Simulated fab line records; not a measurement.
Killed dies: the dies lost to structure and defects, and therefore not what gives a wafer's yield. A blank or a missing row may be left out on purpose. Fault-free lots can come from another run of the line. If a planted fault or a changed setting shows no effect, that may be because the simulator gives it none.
Which tool was responsible? -- flow gf180mcu -- Sampling: 7 lots, 21 wafers, 7 of 602 route steps

== WHAT THE GAUGES SHOWED, per wafer ==
GF_PSD_TW_MEAS_11.
lot,measured,on,PSD_TW
L478,day 13 17:17,film-metro-02,3226 3228 3239
L479,day 14 21:08,film-metro-03,3218 3225 3214
L480,day 15 12:50,film-metro-03,3220 3209 3222
L481,day 15 14:08,film-metro-01,3159 3134 3142
L482,day 16 04:01,film-metro-03,3198 3206 3209
L489,day 18 15:38,film-metro-01,2121 2128 2128
L490,day 18 21:52,film-metro-02,2199 2192 2203

GF_PSD_RS_MEAS_15: a four-point-probe measurement.
lot,measured,on,PSD_RS (ohm/sq)
L478,day 13 17:36,film-metro-02,108.31 108.50 108.40
L479,day 14 21:28,film-metro-01,108.40 108.46 108.37
L480,day 15 13:09,film-metro-02,108.43 108.43 108.60
L481,day 15 14:27,film-metro-03,108.61 108.46 108.43
L482,day 16 04:19,film-metro-03,108.29 108.58 108.45
L489,day 18 15:56,film-metro-01,78.90 79.06 78.98
L490,day 18 22:14,film-metro-01,79.04 78.77 78.61

GF_M3_RS_MEAS_05: a four-point-probe measurement.
lot,measured,on,M3_ALCU_RS (ohm/sq)
L478,day 19 19:24,film-metro-02,0.0689 0.0692 0.0693
L479,day 21 04:44,film-metro-03,0.0700 0.0688 0.0683
L480,day 21 20:13,film-metro-02,0.0689 0.0690 0.0707
L481,day 21 21:52,film-metro-03,0.0685 0.0684 0.0684
L482,day 22 13:35,film-metro-01,0.0702 0.0717 0.0699
L489,day 25 00:42,film-metro-02,0.0683 0.0694 0.0699
L490,day 25 05:16,film-metro-01,0.0710 0.0705 0.0694

== WHICH TOOL RAN EACH LOT (tool, then ch and the chambers of the sampled wafers, then the start) ==
lot,GF_PSD_IMPLANT_09,GF_PSD_STRIP_10,GF_CONTACT_ETCH_17,GF_M3_SPUTTER_00
L478,"implanter-01 ch 0, day 13 17:02","plasma-asher-01 ch 0,1, day 13 17:11","rie-diel-03 ch 0,2,3, day 19 19:11 or earlier","pvd-sputter-01, day 19 19:11"
L479,"implanter-01 ch 0, day 14 20:55","plasma-asher-02 ch 0,1, day 14 21:02","rie-diel-03 ch 0,3, day 21 04:30 or earlier","pvd-sputter-03, day 21 04:30"
L480,"implanter-02 ch 0, day 15 12:35","plasma-asher-04 ch 0,1, day 15 12:44","rie-diel-03 ch 0,1,3, day 21 19:59 or earlier","pvd-sputter-03, day 21 19:59"
L481,"implanter-02 ch 0, day 15 13:53","plasma-asher-02 ch 0,1, day 15 14:02","rie-diel-03 ch 0,1,2, day 21 21:38 or earlier","pvd-sputter-02, day 21 21:38"
L482,"implanter-03 ch 0, day 16 03:41","plasma-asher-02 ch 0,1, day 16 03:50","rie-diel-02 ch 1,3, day 22 13:22 or earlier","pvd-sputter-01, day 22 13:22"
L489,"implanter-02 ch 0, day 18 15:23","plasma-asher-02 ch 0,1, day 18 15:32","rie-diel-02 ch 0,1,2, day 25 00:28 or earlier","pvd-sputter-01, day 25 00:28"
L490,"implanter-01 ch 0, day 18 21:40","plasma-asher-01 ch 0,1, day 18 21:46","rie-diel-03 ch 0,2,3, day 25 04:58 or earlier","pvd-sputter-01, day 25 04:58"
- GF_PSD_IMPLANT_09
- GF_PSD_STRIP_10: strips in O2/N2.
- GF_CONTACT_ETCH_17: etches SiO2 in C4F8/O2/Ar, stops on CoSi2, target depth 860 nm.
- GF_M3_SPUTTER_00: material Ti, target thk 37.5 nm, time 150 s.

== AS READ BY THE TOOLS THEMSELVES (means over the sampled wafers that have a number; for cases with no such wafer, the mark the record gives instead) ==
GF_PSD_IMPLANT_09.
lot,tool,end-station-pressure-torr (Torr)
L478,implanter-01,1.15e-05
L479,implanter-01,1.14e-05
L480,implanter-02,1.20e-05
L481,implanter-02,1.18e-05
L482,implanter-03,1.15e-05
L489,implanter-02,1.20e-05
L490,implanter-01,1.13e-05

GF_PSD_STRIP_10.
lot,tool,drypump-motor-current-A (A),heater-power-w (W),oes-product-au (a.u.),strip-time-to-endpoint-s (s)
L478,plasma-asher-01,6.3,343,0.592,16.54
L479,plasma-asher-02,5.7,356,0.598,16.51
L480,plasma-asher-04,5.7,354,0.593,16.49
L481,plasma-asher-02,5.7,338,0.591,16.51
L482,plasma-asher-02,5.7,335,0.591,16.51
L489,plasma-asher-02,5.7,340,0.632,14.78
L490,plasma-asher-01,6.2,340,0.636,14.84

GF_CONTACT_ETCH_17.
lot,tool,oes-product-au (a.u.)
L478,rie-diel-03,0.814
L479,rie-diel-03,0.816
L480,rie-diel-03,0.818
L481,rie-diel-03,0.811
L482,rie-diel-02,0.813
L489,rie-diel-02,0.817
L490,rie-diel-03,0.811

GF_M3_SPUTTER_00.
lot,tool,throttle-valve-pct (%)
L478,pvd-sputter-01,29.9
L479,pvd-sputter-03,28.7
L480,pvd-sputter-03,29.3
L481,pvd-sputter-02,31.2
L482,pvd-sputter-01,29.4
L489,pvd-sputter-01,29.8
L490,pvd-sputter-01,29.6

== THE ANSWER, worked out from the rows above alone ==
Rule: the lots themselves supply what counts as usual. Put in order of their means at a reading, lots are off if they are a third of the lots or fewer, leave a main group of 4 or more, and stand apart from it by a gap of 3 or more times the standard deviation of the main group's means; of several such gaps the widest counts. The tables above print the reading to a certain number of digits; a main group whose means all agree to those digits is not used. A lot without any number at a reading at which 4 lots or more have one is off too. All remaining lots with rows at the step are treated as sound. First the gauges in route order, then the tools' own readings, where a lot's mean is used as printed above. At the first step where some lot is off, the reading lying furthest off is the one used; lots without a number count as furthest.
Off: at GF_PSD_TW_MEAS_11 (PSD_TW), L489, L490. The main group has a mean of 3203 with a standard deviation of 30.
A tool fits if, at a process step before that reading, it ran every lot that is off, and no sound lot after the first of them. The gauges at GF_PSD_TW_MEAS_11 aren't tried: what is off there is off at GF_PSD_STRIP_10 too, on other tools, and a gauge's error can't cause that. None of those tried fits.

== WHAT THE SIMULATOR HAD PUT IN ==
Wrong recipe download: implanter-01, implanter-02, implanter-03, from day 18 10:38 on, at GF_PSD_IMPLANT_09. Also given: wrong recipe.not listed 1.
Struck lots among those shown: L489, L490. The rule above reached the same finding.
